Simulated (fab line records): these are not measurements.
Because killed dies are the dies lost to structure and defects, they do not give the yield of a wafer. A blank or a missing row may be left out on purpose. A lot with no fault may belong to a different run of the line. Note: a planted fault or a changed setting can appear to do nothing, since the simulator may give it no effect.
fab line records | flow gf180mcu
record: lots: 6 | wafers: 18 | last-day: 34
route steps=602 shown DNWELL@32 NWELL@42 LVPWELL@54 MVSD@66 MVPSD@89 VT_IMPLANT@100
lots untouched by any fault: they come from a run of this same line in which no faults occurred
start-h: the number of hours between the record's first day and the start of the first shown wafer of the lot | wait-h: hours from the lot's prior step to this one | " repeats the value in the row above | L1.1+2: a row that stands for several wafers | - no value present, or no start provided | * or withheld: withheld | < > ~ a bound
route shown NAME@n: NAME is a module with steps in the file, n the number in the route of the first one | usual: the fault-free wafers' mean and standard deviation | same: alike in all rows | chamber/n: place in a boat | sites: per-site readings | _std_site: their standard deviation | _edge_site: the outer-site mean with the inner-site mean subtracted | radius-mm: how far each site lies from the wafer's centre | mask NAME#n: copy n | behind: the most recent tool/chamber to have shaped the wafer | hold: reason for holding the lot/hours on hold/outcome of the hold | device: the transistor (n, p or np) that didn't switch | end of line: the tests these same wafers got at the end of their route | where a step has no rows: the recipe by itself | killed: dies lost to structure and defects at the first sort, not the wafer's yield | map: a wafer's dies, marking killed ones x, the rest . and places with no die _
set.NAME: the setting as run; set.NAME@STEP: as run at that earlier step | model.NAME: the simulator's own value behind a step, which no gauge read
lots at some steps of the route; a table a step, a row a wafer
services: a tool's chamber out of use, with start hour (start-h, from the record's first day; less than 0 if before it), hours out, and reason
== steps ==
step: GF_DNWELL_DEHYDRATE_00
recipe: temp-c: 200 | time-s: 60
step: GF_DNWELL_HMDS_01
recipe: prime-time-s: 60 | prime-temp-c: 120
step: GF_DNWELL_COAT_02
recipe: spin-rpm: 2000 | resist-thk-nm: 3000
step: GF_DNWELL_SOFTBAKE_03
recipe: temp-c: 110 | time-s: withheld
step: GF_DNWELL_EXPOSE_04
recipe: mask-id: DNWELL | target-cd-nm: 1700 | na: 0.6 | source-shape: conventional | sigma-outer: 0.6 | dose-mj: 260
step: GF_DNWELL_PEB_05
recipe: temp-c: 115 | time-s: withheld
step: GF_DNWELL_DEVELOP_06
recipe: wall-angle-deg: 90 | develop-time-s: 60 | dev-temp-c: 23
step: GF_DNWELL_IMPLANT_07
recipe: species: P | energy-kev: 1500 | dose-cm2: 1e+13 | tilt-deg: 0
step: GF_DNWELL_STRIP_08
recipe: chemistry: O2/N2 | power-w: 1400 | pressure-mtorr: 1500 | platen-temp-c: 250 | o2-flow-sccm: 3000 | n2-flow-sccm: 300 | overash-fraction: 0.5
usual: drypump-motor-current-A: 5.7/0.43 | heater-power-w: 360/21 | oes-product-au: 0.722/0.0045 | platen-temp-c: 250.03/0.19 | strip-time-to-endpoint-s: 36.91/0.09
lot.wafer | tool            | chamber | start-h | wait-h | drypump-motor-current-A | heater-power-w | oes-product-au | platen-temp-c | rf-hours-counter-h | strip-time-to-endpoint-s
L251.3    | plasma-asher-02 | 0       | 41.82   | 0.1    | 5.5                     | 364            | 0.721          | 250.05        | -                  | 36.90
L251.4    | "               | 1       | "       | "      | 5.1                     | 365            | 0.719          | 249.98        | -                  | 36.85
L251.5    | "               | 0       | "       | "      | 5.5                     | 370            | 0.724          | 250.28        | -                  | 36.86
L257.1    | plasma-asher-03 | 0       | 75.52   | 0.1    | 5.5                     | 399            | 0.732          | 249.58        | 37                 | 36.92
L257.3    | "               | 0       | "       | "      | 5.4                     | 382            | 0.714          | 249.82        | -                  | 36.99
L257.4    | "               | 1       | "       | "      | 5.7                     | 321            | 0.726          | 250.39        | -                  | 36.81
L258.1    | plasma-asher-03 | 1       | 81.33   | 0.1    | 5.7                     | 331            | 0.722          | 250.34        | 38                 | 36.83
L258.5    | "               | 1       | "       | "      | 5.7                     | 311            | 0.728          | 249.91        | -                  | 36.91
L258.6    | "               | 0       | "       | "      | 5.4                     | 375            | 0.718          | 249.89        | -                  | 36.85
L259.2    | plasma-asher-02 | 0       | 88.03   | 0.1    | 5.6                     | 366            | 0.716          | 250.07        | 30                 | 36.81
L259.4    | "               | 0       | "       | "      | 5.6                     | 370            | 0.712          | 250.05        | -                  | 36.80
L259.5    | "               | 1       | "       | "      | 5.2                     | 364            | 0.722          | 250.00        | -                  | 36.76
L268.2    | plasma-asher-04 | 0       | 132.61  | 0.1    | 6.5                     | 371            | 0.721          | 249.94        | 50                 | 36.83
L268.3    | "               | 0       | "       | "      | 6.5                     | 379            | 0.716          | 249.90        | -                  | 36.76
L268.6    | "               | 0       | "       | "      | 6.5                     | 378            | 0.723          | 250.21        | -                  | 36.96
L273.1    | plasma-asher-03 | 1       | 158.48  | 0.1    | 5.7                     | 309            | 0.719          | 250.31        | 3                  | 36.76
L273.2    | "               | 0       | "       | "      | 5.4                     | 358            | 0.715          | 250.29        | 3                  | 36.84
L273.5    | "               | 0       | "       | "      | 5.4                     | 356            | 0.723          | 250.28        | -                  | 36.95
step: GF_DNWELL_TW_MEAS_09
usual: DNWELL_TW: 1349/5.7
lot.wafer | tool          | chamber | start-h | wait-h | DNWELL_TW
L251.3    | film-metro-02 | -       | 41.90   | 0.1    | 1351
L251.4    | "             | -       | "       | "      | 1356
L251.5    | "             | -       | "       | "      | 1355
L257.1    | film-metro-03 | -       | 75.62   | 0.1    | 1345
L257.3    | "             | -       | "       | "      | 1334
L257.4    | "             | -       | "       | "      | 1342
L258.1    | film-metro-02 | -       | 81.43   | 0.1    | 1355
L258.5    | "             | -       | "       | "      | 1348
L258.6    | "             | -       | "       | "      | 1354
L259.2    | film-metro-03 | -       | 88.14   | 0.1    | 1363
L259.4    | "             | -       | "       | "      | 1359
L259.5    | "             | -       | "       | "      | 1354
L268.2    | film-metro-03 | -       | 132.72  | 0.1    | 1351
L268.3    | "             | -       | "       | "      | 1348
L268.6    | "             | -       | "       | "      | 1353
L273.1    | film-metro-01 | -       | 158.58  | 0.1    | 1345
L273.2    | "             | -       | "       | "      | 1341
L273.5    | "             | -       | "       | "      | 1346
step: GF_NWELL_DEHYDRATE_00
recipe: temp-c: 200 | time-s: 60
step: GF_NWELL_HMDS_01
recipe: prime-time-s: 60 | prime-temp-c: 120
step: GF_NWELL_COAT_02
recipe: spin-rpm: 2000 | resist-thk-nm: 3000
usual: chill-plate-temp-C: 23.03/0.11 | dispense-pressure-kPa: 45/4.9 | resist-line-temp-C: 22.99/0.1
lot.wafer | tool           | chamber | start-h | wait-h | chill-plate-temp-C | dispense-pressure-kPa | resist-line-temp-C
L251.3    | litho-track-01 | 0       | 48.20   | 0.1    | 23.01              | 42                    | 23.06
L251.4    | "              | 0       | "       | "      | 23.01              | 42                    | 22.90
L251.5    | "              | 0       | "       | "      | 23.05              | 42                    | 23.00
L257.1    | litho-track-02 | 0       | 82.37   | 0.1    | 22.99              | 53                    | 22.92
L257.3    | "              | 0       | "       | "      | 23.12              | 53                    | 22.86
L257.4    | "              | 0       | "       | "      | 22.99              | 53                    | 23.09
L258.1    | litho-track-01 | -       | 87.75   | 0.1    | -                  | -                     | -
L258.5    | "              | -       | "       | "      | -                  | -                     | -
L258.6    | "              | -       | "       | "      | -                  | -                     | -
L259.2    | litho-track-01 | -       | 95.02   | 0.1    | -                  | -                     | -
L259.4    | "              | -       | "       | "      | -                  | -                     | -
L259.5    | "              | -       | "       | "      | -                  | -                     | -
L268.2    | litho-track-02 | 0       | 140.34  | 0.1    | 23.11              | 53                    | 22.97
L268.3    | "              | 0       | "       | "      | 23.04              | 53                    | 23.05
L268.6    | "              | 0       | "       | "      | 23.02              | 53                    | 23.23
L273.1    | litho-track-03 | 0       | 166.68  | 0.1    | 23.04              | 42                    | 22.99
L273.2    | "              | 0       | "       | "      | 23.08              | 42                    | 23.00
L273.5    | "              | 0       | "       | "      | 23.07              | 42                    | 23.17
step: GF_NWELL_SOFTBAKE_03
recipe: temp-c: 110 | time-s: withheld
step: GF_NWELL_EXPOSE_04
recipe: mask-id: Nwell | target-cd-nm: 860 | na: 0.6 | source-shape: conventional | sigma-outer: 0.6 | dose-mj: 260
step: GF_NWELL_PEB_05
recipe: temp-c: 115 | time-s: withheld
step: GF_NWELL_DEVELOP_06
recipe: wall-angle-deg: 90 | develop-time-s: 60 | dev-temp-c: 23
step: GF_NWELL_OVL_MEAS_07
usual: NWELL_OVL: -0.4/1.4
lot.wafer | tool       | chamber | start-h | wait-h | NWELL_OVL[nm]
L251.3    | overlay-02 | -       | 54.89   | -      | 1.7
L251.4    | "          | -       | "       | "      | 0.7
L251.5    | "          | -       | "       | "      | 0.6
L257.1    | overlay-02 | -       | 89.73   | -      | 0.5
L257.3    | "          | -       | "       | "      | 2.1
L257.4    | "          | -       | "       | "      | 2.3
L258.1    | overlay-01 | -       | 95.38   | -      | -
L258.5    | "          | -       | "       | "      | -
L258.6    | "          | -       | "       | "      | -
L259.2    | overlay-02 | -       | 102.40  | -      | -
L259.4    | "          | -       | "       | "      | -
L259.5    | "          | -       | "       | "      | -
L268.2    | overlay-02 | -       | 147.89  | -      | 0.0
L268.3    | "          | -       | "       | "      | 1.3
L268.6    | "          | -       | "       | "      | -1.4
L273.1    | overlay-01 | -       | 175.55  | -      | -1.1
L273.2    | "          | -       | "       | "      | 0.3
L273.5    | "          | -       | "       | "      | 0.1
step: GF_NWELL_IMPLANT_08
recipe: species: P | energy-kev: 450 | dose-cm2: 1.5e+13 | tilt-deg: 0
step: GF_NWELL_IMPLANT_09
recipe: species: P | energy-kev: 160 | dose-cm2: 4e+12 | tilt-deg: 0
step: GF_NWELL_STRIP_10
recipe: chemistry: O2/N2 | power-w: 1400 | pressure-mtorr: 1500 | platen-temp-c: 250 | o2-flow-sccm: 3000 | n2-flow-sccm: 300 | overash-fraction: 0.5
usual: drypump-motor-current-A: 5.5/0.36 | heater-power-w: 329/37 | oes-product-au: 0.722/0.0041 | platen-temp-c: 249.99/0.18 | strip-time-to-endpoint-s: 36.91/0.11
lot.wafer | tool            | chamber | start-h | wait-h | drypump-motor-current-A | heater-power-w | oes-product-au | platen-temp-c | rf-hours-counter-h | strip-time-to-endpoint-s
L251.3    | plasma-asher-02 | 1       | 55.25   | 0.1    | 5.2                     | 350            | 0.727          | 250.04        | -                  | 37.03
L251.4    | "               | 0       | "       | "      | 5.5                     | 370            | 0.715          | 250.11        | -                  | 36.94
L251.5    | "               | 0       | "       | "      | 5.5                     | 368            | 0.720          | 250.13        | -                  | 37.10
L257.1    | plasma-asher-01 | 1       | 90.07   | 0.1    | 6.0                     | 311            | 0.716          | 250.09        | 45                 | 37.05
L257.3    | "               | 1       | "       | "      | 6.0                     | 302            | 0.725          | 249.77        | -                  | 36.91
L257.4    | "               | 0       | "       | "      | 5.0                     | 266            | 0.726          | 250.25        | -                  | 36.98
L258.1    | plasma-asher-01 | 0       | 95.72   | 0.1    | 5.0                     | 279            | -              | 249.75        | 46                 | -
L258.5    | "               | 1       | "       | "      | 6.1                     | 310            | -              | 250.04        | -                  | -
L258.6    | "               | 0       | "       | "      | 5.0                     | 272            | -              | 249.82        | -                  | -
L259.2    | plasma-asher-01 | 0       | 102.73  | 0.1    | 5.0                     | 269            | -              | 249.76        | 46                 | -
L259.4    | "               | 0       | "       | "      | 5.0                     | 270            | -              | 250.06        | -                  | -
L259.5    | "               | 0       | "       | "      | 5.0                     | 270            | -              | 249.87        | -                  | -
L268.2    | plasma-asher-01 | 1       | 148.22  | 0.1    | 6.1                     | 310            | 0.727          | 249.66        | 52                 | 37.08
L268.3    | "               | 0       | "       | "      | 5.0                     | 274            | 0.721          | 249.78        | -                  | 36.97
L268.6    | "               | 1       | "       | "      | 6.0                     | 301            | 0.720          | 249.78        | -                  | 37.01
L273.1    | plasma-asher-01 | 1       | 175.88  | 0.1    | 6.0                     | 307            | 0.720          | 249.80        | 54                 | 37.12
L273.2    | "               | 0       | "       | "      | 5.0                     | 268            | 0.723          | 250.14        | 54                 | 37.01
L273.5    | "               | 0       | "       | "      | 5.0                     | 267            | 0.726          | 249.82        | -                  | 37.16
step: GF_NWELL_TW_MEAS_11
usual: NWELL_TW: 1570/9.3
lot.wafer | tool          | chamber | start-h | wait-h | NWELL_TW
L251.3    | film-metro-02 | -       | 55.34   | 0.1    | 1575
L251.4    | "             | -       | "       | "      | 1577
L251.5    | "             | -       | "       | "      | 1578
L257.1    | film-metro-04 | -       | 90.17   | 0.1    | 1551
L257.3    | "             | -       | "       | "      | 1548
L257.4    | "             | -       | "       | "      | 1558
L258.1    | film-metro-01 | -       | 95.82   | 0.1    | 1572
L258.5    | "             | -       | "       | "      | 1579
L258.6    | "             | -       | "       | "      | 1573
L259.2    | film-metro-01 | -       | 102.84  | 0.1    | 1571
L259.4    | "             | -       | "       | "      | 1567
L259.5    | "             | -       | "       | "      | 1579
L268.2    | film-metro-02 | -       | 148.33  | 0.1    | 1576
L268.3    | "             | -       | "       | "      | 1575
L268.6    | "             | -       | "       | "      | 1567
L273.1    | film-metro-01 | -       | 175.98  | 0.1    | 1569
L273.2    | "             | -       | "       | "      | 1564
L273.5    | "             | -       | "       | "      | 1572
step: GF_LVPWELL_DEHYDRATE_00
recipe: temp-c: 200 | time-s: 60
step: GF_LVPWELL_HMDS_01
recipe: prime-time-s: 60 | prime-temp-c: 120
step: GF_LVPWELL_COAT_02
recipe: spin-rpm: 2000 | resist-thk-nm: 3000
step: GF_LVPWELL_SOFTBAKE_03
recipe: temp-c: 110 | time-s: withheld
step: GF_LVPWELL_EXPOSE_04
recipe: mask-id: LVPWELL | target-cd-nm: 600 | na: 0.6 | source-shape: conventional | sigma-outer: 0.6 | dose-mj: 260
step: GF_LVPWELL_PEB_05
recipe: temp-c: 115 | time-s: withheld
step: GF_LVPWELL_DEVELOP_06
recipe: wall-angle-deg: 90 | develop-time-s: 60 | dev-temp-c: 23
step: GF_LVPWELL_OVL_MEAS_07
usual: LVPWELL_OVL: -0.6/1.5
lot.wafer | tool       | chamber | start-h | wait-h | LVPWELL_OVL[nm]
L251.3    | overlay-01 | -       | 67.99   | -      | -3.0
L251.4    | "          | -       | "       | "      | -3.4
L251.5    | "          | -       | "       | "      | -3.8
L257.1    | overlay-02 | -       | 104.53  | -      | -2.4
L257.3    | "          | -       | "       | "      | -3.8
L257.4    | "          | -       | "       | "      | -3.1
L258.1    | overlay-02 | -       | 109.95  | -      | 1.0
L258.5    | "          | -       | "       | "      | -1.1
L258.6    | "          | -       | "       | "      | 2.5
L259.2    | overlay-01 | -       | 116.90  | -      | -1.5
L259.4    | "          | -       | "       | "      | -0.9
L259.5    | "          | -       | "       | "      | -0.7
L268.2    | overlay-02 | -       | 164.02  | -      | -2.0
L268.3    | "          | -       | "       | "      | 0.4
L268.6    | "          | -       | "       | "      | -0.2
L273.1    | overlay-01 | -       | 192.36  | -      | 0.8
L273.2    | "          | -       | "       | "      | -0.9
L273.5    | "          | -       | "       | "      | 1.8
step: GF_LVPWELL_IMPLANT_08
recipe: species: B | energy-kev: 170 | dose-cm2: 1.5e+13 | tilt-deg: 0
step: GF_LVPWELL_IMPLANT_09
recipe: species: B | energy-kev: 60 | dose-cm2: 5e+12 | tilt-deg: 0
step: GF_LVPWELL_STRIP_10
recipe: chemistry: O2/N2 | power-w: 1400 | pressure-mtorr: 1500 | platen-temp-c: 250 | o2-flow-sccm: 3000 | n2-flow-sccm: 300 | overash-fraction: 0.5
usual: drypump-motor-current-A: 5.6/0.5 | heater-power-w: 319/39 | oes-product-au: 0.722/0.0048 | platen-temp-c: 249.98/0.18 | strip-time-to-endpoint-s: 36.93/0.1
lot.wafer | tool            | chamber | start-h | wait-h | drypump-motor-current-A | heater-power-w | oes-product-au | platen-temp-c | rf-hours-counter-h | strip-time-to-endpoint-s
L251.3    | plasma-asher-03 | 0       | 68.35   | 0.1    | 5.4                     | 385            | 0.719          | 249.78        | -                  | 37.03
L251.4    | "               | 1       | "       | "      | 5.7                     | 328            | 0.724          | 250.22        | -                  | 36.98
L251.5    | "               | 0       | "       | "      | 5.4                     | 393            | 0.718          | 250.01        | -                  | 36.89
L257.1    | plasma-asher-04 | 1       | 104.86  | 0.1    | 5.5                     | 356            | 0.727          | 249.83        | 46                 | 36.84
L257.3    | "               | 1       | "       | "      | 5.5                     | 350            | 0.715          | 249.98        | -                  | 36.81
L257.4    | "               | 0       | "       | "      | 6.5                     | 385            | 0.726          | 249.68        | -                  | 36.85
L258.1    | plasma-asher-01 | 1       | 110.28  | 0.1    | 6.1                     | 309            | 0.717          | 250.12        | 47                 | 36.92
L258.5    | "               | 1       | "       | "      | 6.0                     | 300            | 0.717          | 249.70        | -                  | 36.97
L258.6    | "               | 0       | "       | "      | 5.0                     | 277            | 0.718          | 249.91        | -                  | 36.94
L259.2    | plasma-asher-01 | 1       | 117.23  | 0.1    | 6.1                     | 306            | 0.717          | 249.87        | 48                 | 36.85
L259.4    | "               | 0       | "       | "      | 5.0                     | 273            | 0.722          | 250.10        | -                  | 36.82
L259.5    | "               | 0       | "       | "      | 5.0                     | 273            | 0.715          | 250.20        | -                  | 36.84
L268.2    | plasma-asher-04 | 1       | 164.35  | 0.1    | 5.5                     | 353            | 0.724          | 250.15        | 53                 | 36.95
L268.3    | "               | 1       | "       | "      | 5.5                     | 352            | 0.726          | 250.12        | -                  | 36.93
L268.6    | "               | 1       | "       | "      | 5.5                     | 361            | 0.718          | 249.96        | -                  | 36.96
L273.1    | plasma-asher-01 | 0       | 192.70  | 0.1    | 5.0                     | 273            | 0.719          | 250.11        | 56                 | 36.79
L273.2    | "               | 1       | "       | "      | 6.1                     | 313            | 0.719          | 249.93        | 56                 | 36.84
L273.5    | "               | 0       | "       | "      | 5.0                     | 275            | 0.725          | 250.28        | -                  | 36.73
step: GF_LVPWELL_TW_MEAS_11
usual: LVPWELL_TW: 557/4.6
lot.wafer | tool          | chamber | start-h | wait-h | LVPWELL_TW
L251.3    | film-metro-02 | -       | 68.43   | 0.1    | 560
L251.4    | "             | -       | "       | "      | 561
L251.5    | "             | -       | "       | "      | 559
L257.1    | film-metro-01 | -       | 104.96  | 0.1    | 557
L257.3    | "             | -       | "       | "      | 559
L257.4    | "             | -       | "       | "      | 558
L258.1    | film-metro-02 | -       | 110.38  | 0.1    | 1599
L258.5    | "             | -       | "       | "      | 1601
L258.6    | "             | -       | "       | "      | 1593
L259.2    | film-metro-04 | -       | 117.34  | 0.1    | 1568
L259.4    | "             | -       | "       | "      | 1564
L259.5    | "             | -       | "       | "      | 1575
L268.2    | film-metro-02 | -       | 164.46  | 0.1    | 559
L268.3    | "             | -       | "       | "      | 559
L268.6    | "             | -       | "       | "      | 560
L273.1    | film-metro-04 | -       | 192.80  | 0.1    | 550
L273.2    | "             | -       | "       | "      | 552
L273.5    | "             | -       | "       | "      | 552
step: GF_MVSD_DEHYDRATE_00
recipe: temp-c: 200 | time-s: 60
step: GF_MVSD_HMDS_01
recipe: prime-time-s: 60 | prime-temp-c: 120
step: GF_MVSD_COAT_02
recipe: spin-rpm: 2000 | resist-thk-nm: 3000
step: GF_MVSD_SOFTBAKE_03
recipe: temp-c: 110 | time-s: withheld
step: GF_MVSD_EXPOSE_04
recipe: mask-id: MVSD | target-cd-nm: 1000 | na: 0.6 | source-shape: conventional | sigma-outer: 0.6 | dose-mj: 260
step: GF_MVSD_PEB_05
recipe: temp-c: 115 | time-s: withheld
step: GF_MVSD_DEVELOP_06
recipe: wall-angle-deg: 90 | develop-time-s: 60 | dev-temp-c: 23
step: GF_MVSD_OVL_MEAS_07
usual: MVSD_OVL: -0.9/1.2
lot.wafer | tool       | chamber | start-h | wait-h | MVSD_OVL[nm]
L251.3    | overlay-02 | -       | 81.59   | -      | 0.5
L251.4    | "          | -       | "       | "      | -0.2
L251.5    | "          | -       | "       | "      | -0.2
L257.1    | overlay-01 | -       | 119.63  | -      | 1.0
L257.3    | "          | -       | "       | "      | 0.5
L257.4    | "          | -       | "       | "      | 1.9
L258.1    | overlay-02 | -       | 124.58  | -      | -0.2
L258.5    | "          | -       | "       | "      | -0.1
L258.6    | "          | -       | "       | "      | 0.2
L259.2    | overlay-02 | -       | 132.10  | -      | -2.3
L259.4    | "          | -       | "       | "      | -2.1
L259.5    | "          | -       | "       | "      | -1.3
L268.2    | overlay-01 | -       | 181.25  | -      | 0.7
L268.3    | "          | -       | "       | "      | 0.1
L268.6    | "          | -       | "       | "      | 1.0
L273.1    | overlay-02 | -       | 210.00  | -      | -0.7
L273.2    | "          | -       | "       | "      | -1.8
L273.5    | "          | -       | "       | "      | -1.4
step: GF_MVSD_TW_MEAS_11
usual: MVSD_TW: 1572/12
lot.wafer | tool          | chamber | start-h | wait-h | MVSD_TW
L251.3    | film-metro-04 | -       | 82.04   | 0.1    | 1552
L251.4    | "             | -       | "       | "      | 1557
L251.5    | "             | -       | "       | "      | 1549
L257.1    | film-metro-02 | -       | 120.06  | 0.1    | 1586
L257.3    | "             | -       | "       | "      | 1589
L257.4    | "             | -       | "       | "      | 1580
L258.1    | film-metro-02 | -       | 125.01  | 0.1    | 1985
L258.5    | "             | -       | "       | "      | 1982
L258.6    | "             | -       | "       | "      | 1988
L259.2    | film-metro-01 | -       | 132.54  | 0.1    | 1967
L259.4    | "             | -       | "       | "      | 1965
L259.5    | "             | -       | "       | "      | 1965
L268.2    | film-metro-01 | -       | 181.81  | 0.2    | 1576
L268.3    | "             | -       | "       | "      | 1584
L268.6    | "             | -       | "       | "      | 1578
L273.1    | film-metro-02 | -       | 210.43  | 0.1    | 1582
L273.2    | "             | -       | "       | "      | 1582
L273.5    | "             | -       | "       | "      | 1583
step: GF_MVPSD_TW_MEAS_11
usual: MVPSD_TW: 551/4.3
lot.wafer | tool          | chamber | start-h | wait-h | MVPSD_TW
L251.3    | film-metro-04 | -       | 96.79   | 0.1    | 546
L251.4    | "             | -       | "       | "      | 545
L251.5    | "             | -       | "       | "      | 545
L257.1    | film-metro-02 | -       | 135.76  | 0.1    | 554
L257.3    | "             | -       | "       | "      | 558
L257.4    | "             | -       | "       | "      | 554
L258.1    | film-metro-02 | -       | 140.61  | 0.1    | 1598
L258.5    | "             | -       | "       | "      | 1604
L258.6    | "             | -       | "       | "      | 1602
L259.2    | film-metro-01 | -       | 148.12  | 0.1    | 1593
L259.4    | "             | -       | "       | "      | 1593
L259.5    | "             | -       | "       | "      | 1597
L268.2    | film-metro-04 | -       | 199.32  | 0.1    | 546
L268.3    | "             | -       | "       | "      | 546
L268.6    | "             | -       | "       | "      | 546
L273.1    | film-metro-04 | -       | 228.65  | 0.1    | 547
L273.2    | "             | -       | "       | "      | 548
L273.5    | "             | -       | "       | "      | 547
step: GF_VT_IMPLANT_TW_MEAS_10
usual: VT_IMPLANT_TW: 562/5
lot.wafer | tool          | chamber | start-h | wait-h | VT_IMPLANT_TW
L251.3    | film-metro-04 | -       | 111.69  | 0.1    | 557
L251.4    | "             | -       | "       | "      | 556
L251.5    | "             | -       | "       | "      | 555
L257.1    | film-metro-02 | -       | 151.45  | 0.1    | 561
L257.3    | "             | -       | "       | "      | 568
L257.4    | "             | -       | "       | "      | 563
L258.1    | film-metro-03 | -       | 155.97  | 0.1    | 1591
L258.5    | "             | -       | "       | "      | 1592
L258.6    | "             | -       | "       | "      | 1594
L259.2    | film-metro-03 | -       | 163.96  | 0.1    | 1585
L259.4    | "             | -       | "       | "      | 1582
L259.5    | "             | -       | "       | "      | 1588
L268.2    | film-metro-03 | -       | 216.34  | 0.1    | 566
L268.3    | "             | -       | "       | "      | 569
L268.6    | "             | -       | "       | "      | 569
L273.1    | film-metro-03 | -       | 246.98  | 0.1    | 562
L273.2    | "             | -       | "       | "      | 562
L273.5    | "             | -       | "       | "      | 562
step: GF_VT_IMPLANT_TW_MEAS_21
usual: VT_IMPLANT_2_TW: 1212/9.8
lot.wafer | tool          | chamber | start-h | wait-h | VT_IMPLANT_2_TW
L251.3    | film-metro-02 | -       | 126.59  | 0.1    | 1211
L251.4    | "             | -       | "       | "      | 1213
L251.5    | "             | -       | "       | "      | 1217
L257.1    | film-metro-02 | -       | 167.48  | 0.1    | 1209
L257.3    | "             | -       | "       | "      | 1220
L257.4    | "             | -       | "       | "      | 1212
L258.1    | film-metro-04 | -       | 172.23  | 0.1    | 1740
L258.5    | "             | -       | "       | "      | 1748
L258.6    | "             | -       | "       | "      | 1748
L259.2    | film-metro-02 | -       | 180.66  | 0.1    | 1770
L259.4    | "             | -       | "       | "      | 1773
L259.5    | "             | -       | "       | "      | 1767
L268.2    | film-metro-03 | -       | 234.34  | 0.1    | 1229
L268.3    | "             | -       | "       | "      | 1222
L268.6    | "             | -       | "       | "      | 1224
L273.1    | film-metro-04 | -       | 266.18  | 0.1    | 1200
L273.2    | "             | -       | "       | "      | 1204
L273.5    | "             | -       | "       | "      | 1206
step: GF_VT_IMPLANT_TW_MEAS_32
usual: VT_IMPLANT_3_TW: 267.3/2.1
lot.wafer | tool          | chamber | start-h | wait-h | VT_IMPLANT_3_TW
L251.3    | film-metro-04 | -       | 142.25  | 0.1    | 264.0
L251.4    | "             | -       | "       | "      | 262.8
L251.5    | "             | -       | "       | "      | 264.5
L257.1    | film-metro-04 | -       | 184.62  | 0.1    | 264.7
L257.3    | "             | -       | "       | "      | 263.4
L257.4    | "             | -       | "       | "      | 264.6
L258.1    | film-metro-03 | -       | 189.00  | 0.1    | 1569.6
L258.5    | "             | -       | "       | "      | 1579.7
L258.6    | "             | -       | "       | "      | 1569.7
L259.2    | film-metro-04 | -       | 197.54  | 0.1    | 1560.2
L259.4    | "             | -       | "       | "      | 1558.2
L259.5    | "             | -       | "       | "      | 1561.3
L268.2    | film-metro-02 | -       | 253.29  | 0.1    | 269.8
L268.3    | "             | -       | "       | "      | 270.2
L268.6    | "             | -       | "       | "      | 269.3
L273.1    | film-metro-03 | -       | 284.55  | 0.1    | 269.7
L273.2    | "             | -       | "       | "      | 269.3
L273.5    | "             | -       | "       | "      | 268.5
== services ==
tool            | chamber | start-h | hours | kind
plasma-asher-03 | -       | 19.67   | 40.5  | repair
plasma-asher-02 | -       | 29.30   | 11.5  | repair
plasma-asher-01 | -       | 32.71   | 3.1   | repair
plasma-asher-03 | -       | 108.80  | 9.0   | pm
plasma-asher-03 | 0       | 108.80  | 9.0   | vent-cycle
plasma-asher-03 | 1       | 108.80  | 9.0   | vent-cycle
plasma-asher-03 | 0       | 117.80  | -     | clean
plasma-asher-03 | 1       | 117.80  | -     | clean
plasma-asher-03 | -       | 118.79  | 15.6  | pm
plasma-asher-01 | -       | 148.85  | 8.4   | repair
litho-track-02  | -       | 190.66  | -     | consumable-replace:filter
== key ==
first-sign: step: GF_NWELL_COAT_02 | reading: tool-record | direction: missing
effect: step: GF_NWELL_OVL_MEAS_07 | reading: NWELL_OVL | direction: missing
effect: step: GF_LVPWELL_TW_MEAS_11 | reading: LVPWELL_TW | direction: up | sigmas: 99+ | usual: 557 | struck: 1584
effect: step: GF_MVSD_TW_MEAS_11 | reading: MVSD_TW | direction: up | sigmas: 34 | usual: 1572 | struck: 1975
effect: step: GF_MVPSD_TW_MEAS_11 | reading: MVPSD_TW | direction: up | sigmas: 99+ | usual: 551 | struck: 1598
effect: step: GF_VT_IMPLANT_TW_MEAS_10 | reading: VT_IMPLANT_TW | direction: up | sigmas: 99+ | usual: 562 | struck: 1589
effect: step: GF_VT_IMPLANT_TW_MEAS_21 | reading: VT_IMPLANT_2_TW | direction: up | sigmas: 56 | usual: 1212 | struck: 1758
effect: step: GF_VT_IMPLANT_TW_MEAS_32 | reading: VT_IMPLANT_3_TW | direction: up | sigmas: 99+ | usual: 267.3 | struck: 1566.4
met-at GF_NWELL_COAT_02
struck-wafers L258.1,L258.5,L258.6,L259.2,L259.4,L259.5
sort-left-out L258.1,L258.5,L258.6,L259.2,L259.4,L259.5
tester-left-out L258,L259
onset-between 48.20 87.75
fault: kind: skipped-step-whole | tool: litho-track-01 | chamber: - | onset-h: 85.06 | steps: GF_NWELL_COAT_02 | scope: struck-lots-only
tester-left-out: of these lots the tester's yield and bins aren't shown, on N5 and GAA mostly nor the transistor test; their killed dies are dies lost to structure and defects alone, not to doping, threshold or leakage, so they don't give the yield
sort-left-out: the simulated sort isn't trusted on such a fault, so these wafers' sort isn't shown, and their yield isn't known
